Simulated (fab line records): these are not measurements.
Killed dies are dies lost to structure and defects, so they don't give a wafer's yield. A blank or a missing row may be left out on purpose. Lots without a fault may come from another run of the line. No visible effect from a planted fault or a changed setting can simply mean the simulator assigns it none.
Struck lot and sound lot, side by side || flow gf180mcu || 18 steps out of a route of 602
Sound: the wafers L537.1, L537.4, L537.6. The struck wafers were L542.1, L542.3, L542.6. Last of all comes the cause.
For every step that has rows: the tool of each side, followed by ch and its chambers, followed by its first start. Under that, the readings that differ: sound wafers || struck wafers || difference of the means || sigmas: that difference in standard deviations of wafers without a fault.
alike: readings whose means differ by less than 2 such deviations, and words and numbers that are the same on both sides. not compared: withheld readings, readings that some wafer has no value for, bounds like >300 that may hide the same value, and numbers for which the record gives no deviation and whose values overlap.
A row with sigmas, a row that says differs or no value, or rows on one side alone: a step with any of these is where the two part. When numbers do not overlap yet have no deviation, they are printed without sigmas and do not part them. A reading missing from all wafers of one side parts the sides only when that side holds two or more wafers.

first, 6 steps without rows for these wafers: GF_M1_HMDS_08 (prime time 60 s); GF_M1_COAT_09 (resist thk 1000 nm); GF_M1_SOFTBAKE_10 (time 60 s); GF_M1_EXPOSE_11 (exposes mask Metal1, target cd 230 nm); GF_M1_PEB_12 (peb time 90 s); GF_M1_DEVELOP_13 (develop time 60 s).
GF_M1_CD_MEAS_14: target cd 230 nm.
  sound: cd_sem-02 at day 19 22:07; struck: cd_sem-01 at day 21 15:31
  alike: cd_nm
GF_M1_OVL_MEAS_15:
  sound: overlay-02 at day 19 22:14; struck: overlay-02 at day 21 15:38
  alike: M1_OVL
GF_M1_METAL_ETCH_16: etches the open film in Cl2/BCl3, stops on SiO2, target depth 750.8 nm, time 125.1 s.
  sound on rie_metal-03 ch 0,1, day 19 22:16; struck on rie_metal-03 ch 0, day 21 15:40
  alike: drypump_motor_current_A, oes_product_au, throttle_valve_pct
  not compared: rf_hours_counter_h
GF_M1_STRIP_17: strips in O2/N2.
  sound on plasma_asher-01 ch 0,1, day 19 22:23; struck on plasma_asher-02 ch 0,1, day 21 15:47
  alike: drypump_motor_current_A, heater_power_w, o2_flow_sccm, oes_product_au, strip_time_to_endpoint_s
  not compared: rf_hours_counter_h
then, 2 steps without rows for these wafers: GF_M1_STRIP_18 (strips in post etch residue remover, time 1200 s); GF_M1_CLEAN_19 (cleans in DIW).
GF_V1_CVD_00: deposits SiO2, target thk 600 nm, time 100 s.
  sound on hdpcvd-02 ch 0,1,2, day 19 22:58; struck on hdpcvd-01 ch 0,2, day 21 16:23
  no value came back on the struck wafers for pressure_mtorr (mTorr), run_length_s (s); on the sound wafers pressure_mtorr (mTorr) reads 6.009 5.977 6.004
GF_V1_CVD_02: deposits SiO2 from TEOS, target thk 850 nm, time 94.851 s.
  sound on pecvd-02 ch 1,2, day 19 23:05; struck on pecvd-04 ch 0,1,2, day 21 16:31
  alike: heater_power_outer_w, heater_power_w
GF_V1_CMP_04: polishes SiO2.
  sound on cmp-02 ch 0,2, day 19 23:16; struck on cmp-02 ch 0,1, day 21 16:39
{"reading": "edge_zone_pressure_frac", "sound": "1.006 1.000 1.002", "struck": "0.982 0.997 0.996", "difference": -0.011, "sigmas": -2}
  alike: motor_current_A, slurry_flow_ml_min
GF_V1_BOW_MEAS_05:
  sound: film_metro-01 at day 19 23:31; struck: film_metro-03 at day 21 16:57
{"reading": "V1_BOW (um)", "sound": "83 91 83", "struck": "58 45 62", "difference": -31, "sigmas": -4}
then, 1 step without rows for these wafers: GF_V1_DEHYDRATE_06 (time 60 s).
-- the record jumps here: 11 days lie between the struck wafers' starts before and after (it left off in module V1 and takes up again in module PASSIVATION, whose first step shown is number 602 of the route) --
GF_PASSIVATION_PROBE_99:
  record: rows for the struck wafers here (prober-02, day 32 13:39), none for the sound ones

WHERE THEY PART
Earliest at GF_V1_CVD_00; latest, in this record, at GF_PASSIVATION_PROBE_99.

WHY: the cause the simulator had injected
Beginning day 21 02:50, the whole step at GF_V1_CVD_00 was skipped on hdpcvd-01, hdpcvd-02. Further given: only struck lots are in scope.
